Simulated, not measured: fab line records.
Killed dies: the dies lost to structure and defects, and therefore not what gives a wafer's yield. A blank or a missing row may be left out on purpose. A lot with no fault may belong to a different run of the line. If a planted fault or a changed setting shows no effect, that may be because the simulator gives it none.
Comparing a struck lot with a sound one | flow sky130 | 28 out of 708 route steps
Sound: wafers L523.1, L523.2, L523.3. Wafers L508.1, L508.3, L508.5 were the ones struck. At the end, the cause is stated.
Order at every step that has rows: each side's tool, ch and its chambers, its first start. Under that, the readings that differ: sound wafers | struck wafers | difference of the means | sigmas: that difference in standard deviations of wafers without a fault.
alike: readings with means less than 2 such deviations apart, plus words and numbers identical on both sides. not compared: withheld readings, readings lacking a value on some wafer, bounds such as >300 that could conceal the same value, and numbers that have no deviation in the record and whose values overlap.
The two part at a step that has a row with sigmas, a row that says differs or no value, or rows on one side only. Non-overlapping numbers with no deviation appear without sigmas and do not part them. A reading missing from all wafers of one side parts the sides only when that side holds two or more wafers.

first, 5 steps without rows for these wafers: SKY_SONOS_ONO_COAT_08 (resist thk 1140 nm); SKY_SONOS_ONO_SOFTBAKE_09 (time 60 s); SKY_SONOS_ONO_EXPOSE_10 (exposes mask ONOM, target cd 410 nm); SKY_SONOS_ONO_PEB_11; SKY_SONOS_ONO_DEVELOP_12 (develop time 60 s).
SKY_SONOS_ONO_CD_MEAS_13: target cd 410 nm.
  sound on cd sem-02 at day 19 04:25; struck on cd sem-02 at day 13 20:04
  reading    | sound             | struck            | difference | sigmas
  cd nm (nm) | 409.4 404.4 405.0 | 410.7 410.7 409.5 | +4.0       | +2
SKY_SONOS_ONO_OVL_MEAS_14:
  sound on overlay-02 at day 19 04:32; struck on overlay-02 at day 13 20:11
  alike: SONOS_ONO_OVL
SKY_SONOS_ONO_ETCH_15: etches the open film in CHF3/O2, target depth 19.52 nm, time 7.8 s.
  sound on rie diel-04 ch 1,2,3, day 19 04:34; struck on rie diel-04 ch 1,2,3, day 13 20:13
  alike: drypump motor current A, oes product au, throttle valve pct
  not compared: rf hours counter h
then, 1 step without rows for these wafers: SKY_SONOS_ONO_WET_ETCH_16 (etches SiO2 in dHF, target depth 14 nm, time 280 s).
SKY_SONOS_ONO_STRIP_17: strips in O2/N2.
  sound on plasma asher-01 ch 0,1, day 19 04:41; struck on plasma asher-01 ch 0,1, day 13 20:20
  alike: drypump motor current A, oes product au, strip time to endpoint s
  not compared: rf hours counter h
then, 2 steps without rows for these wafers: SKY_SONOS_ONO_WET_ETCH_18 (etches Si3N4 in H3PO4, target depth 15 nm, time 172 s); SKY_GATE_OXIDE_CLEAN_00 (cleans in SC1/SC2, time 150 s).
SKY_GATE_OXIDE_OXIDATION_01: stabilise 600 s, purge 300 s, target thk 10.268 nm.
  sound on furnace-01 ch 0, day 19 04:53; struck on furnace-02 ch 0, day 13 22:45
  reading                                           | sound             | struck            | difference | sigmas
  model.SiO2_of_GATE_OXIDE_OXIDATION_01.thk nm (nm) | 10.03 10.11 10.26 | 12.15 12.27 12.12 | +2.05      |
  alike: ox temp c max, spike tc lower C, tube center temp C, zone power lower pct
SKY_GATE_OXIDE_THK_MEAS_02:
  sound on film metro-02 at day 19 06:17; struck on film metro-01 at day 14 00:23
  reading                          | sound             | struck            | difference | sigmas
  GATE_OXIDE_OXIDATION_00_THK (nm) | 10.03 10.08 10.25 | 12.14 12.26 12.07 | +2.04      | +10
  not compared: hold
then, 6 steps without rows for these wafers: SKY_GATE_OXIDE_HMDS_04 (prime time 60 s); SKY_GATE_OXIDE_COAT_05 (resist thk 1140 nm); SKY_GATE_OXIDE_SOFTBAKE_06 (time 60 s); SKY_GATE_OXIDE_EXPOSE_07 (exposes mask LVOM, target cd 600 nm); SKY_GATE_OXIDE_PEB_08; SKY_GATE_OXIDE_DEVELOP_09 (develop time 60 s).
SKY_GATE_OXIDE_OVL_MEAS_10:
  sound on overlay-01 at day 20 12:40; struck on overlay-01 at day 15 01:59
  alike: GATE_OXIDE_OVL
then, 2 steps without rows for these wafers: SKY_GATE_OXIDE_IMPLANT_11; SKY_GATE_OXIDE_WET_ETCH_12 (etches SiO2 in dHF, target depth 16.8 nm, time 336 s).
SKY_GATE_OXIDE_STRIP_13: strips in O2/N2.
  sound on plasma asher-04 ch 0,1, day 20 12:57; struck on plasma asher-03 ch 0, day 15 02:17
  alike: drypump motor current A, oes product au, strip time to endpoint s
  not compared: rf hours counter h
SKY_GATE_OXIDE_TW_MEAS_14:
  sound on film metro-01 at day 20 13:03; struck on film metro-02 at day 15 02:36
  alike: GATE_OXIDE_TW
  not compared: hold
SKY_GATE_OXIDE_OXIDATION_16: stabilise 600 s, purge 300 s, target thk 3.57 nm.
  sound on furnace-02 ch 0, day 20 13:21; struck on furnace-02 ch 0, day 15 04:05
  reading                                           | sound             | struck           | difference | sigmas
  model.SiO2_of_GATE_OXIDE_OXIDATION_01.thk nm (nm) | 11.45 11.51 11.67 | 13.4 13.51 13.37 | +1.9       |
  alike: ox temp c max, spike tc lower C, tube center temp C, zone power lower pct
then, 1 step without rows for these wafers: SKY_POLY_GATE_CVD_00 (deposits poly-Si, target thk 180 nm, time 720 s).
-- a jump in the record: the struck wafers' starts before and after are 32 days apart (it breaks off in module POLY_GATE and resumes in module PAD_OPEN, where the first step shown is number 708 of the route) --
SKY_PAD_OPEN_PROBE_99:
  sound on prober-01 at day 50 01:26; struck on prober-01 at day 46 17:50
  reading                                | sound                         | struck                        | difference | sigmas
  model.etest.nfet_16v.r on ohm um       | 1.407e+04 1.424e+04 1.421e+04 | 1.526e+04 1.539e+04 1.521e+04 | +1.113e+03 |
  model.etest.tip sonos.rs ohm sq        | 2603 2656 2695                | 3110 3161 3080                | +466       |
  model.etest.pfet g5v0d10v5.r on ohm um | 4749 4815 4853                | 5130 5163 5152                | +343       |
  model.etest.nfet g5v0d10v5.r on ohm um | 1870 1901 1894                | 2064 2092 2042                | +178       |
  model.etest.nfet g5v0d10v5.drive ua um | 611.7 608.8 602.8             | 530.7 519.5 528.2             | -81.6      |
  model.etest.nfet_05v0_nvt.drive ua um  | 581 578.9 570.6               | 505 502.3 510.2               | -71        |
  model.etest.pfet g5v0d10v5.drive ua um | 347.7 339.9 335.5             | 306.5 304.3 305.4             | -35.6      |
  model.etest.nfet_16v.drive ua um       | 224.2 223.4 220.8             | 189.2 184.8 189.3             | -35.0      |

WHERE THEY PART
Last at SKY_GATE_OXIDE_THK_MEAS_02 as far as this record goes, first at SKY_SONOS_ONO_CD_MEAS_13. Later steps at which nothing parts them and some readings are alike: SKY_GATE_OXIDE_OVL_MEAS_10, SKY_GATE_OXIDE_STRIP_13, SKY_GATE_OXIDE_TW_MEAS_14, SKY_GATE_OXIDE_OXIDATION_16.

WHY: whatever the simulator had introduced
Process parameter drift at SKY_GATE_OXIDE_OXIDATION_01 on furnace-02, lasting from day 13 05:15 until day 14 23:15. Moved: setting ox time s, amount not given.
